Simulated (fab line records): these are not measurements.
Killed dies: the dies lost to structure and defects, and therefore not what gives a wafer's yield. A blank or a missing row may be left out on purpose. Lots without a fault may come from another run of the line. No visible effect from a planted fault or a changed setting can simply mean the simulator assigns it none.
Which tool was responsible? -- flow sky130 -- 6 lots with 18 wafers sampled at 2 steps, on a route of 708 steps

== WHAT THE GAUGES READ, wafer by wafer ==
SKY_CONTACT_THK_MEAS_01.
lot,measured,on,CONTACT_CVD_00_THK (nm)
L800,day 31 04:06,film_metro-02,75.2 75.9 74.1
L804,day 32 12:38,film_metro-01,74.8 75.6 76.5
L808,day 34 03:42,film_metro-02,74.9 73.9 75.6
L811,day 35 04:41,film_metro-03,74.5 75.6 75.3
L814,day 36 01:20,film_metro-01,73.7 75.4 74.3
L818,day 37 08:27,film_metro-01,75.3 75.9 76.5

== EACH LOT AND THE TOOL THAT RAN IT (in order: tool; ch and the chambers of the sampled wafers; start) ==
lot,SKY_LI_CONTACT_STRIP_16
L800,"plasma_asher-01 ch 0,1, day 29 22:25"
L804,"plasma_asher-02 ch 0,1, day 31 08:08"
L808,"plasma_asher-02 ch 0,1, day 32 22:41"
L811,"plasma_asher-02 ch 0,1, day 34 00:09"
L814,"plasma_asher-02 ch 1, day 34 21:04"
L818,"plasma_asher-01 ch 0,1, day 36 04:20"
- SKY_LI_CONTACT_STRIP_16: strips in O2/N2.

== THE ANSWER, worked out from the rows above alone ==
Rule: usual is defined by the lots themselves. Put in order of their means at a reading, lots are off if they are a third of the lots or fewer, leave a main group of 4 or more, and stand apart from it by a gap of 3 or more times the standard deviation of the main group's means; of several such gaps the widest counts. If all means in a main group match to the digits the tables above print for the reading, that group is not used. A lot without any number at a reading at which 4 lots or more have one is off too. All remaining lots with rows at the step are treated as sound.
Across all readings shown, no lot is off: no conclusion can be drawn from this.

== WHAT THE SIMULATOR HAD INSERTED ==
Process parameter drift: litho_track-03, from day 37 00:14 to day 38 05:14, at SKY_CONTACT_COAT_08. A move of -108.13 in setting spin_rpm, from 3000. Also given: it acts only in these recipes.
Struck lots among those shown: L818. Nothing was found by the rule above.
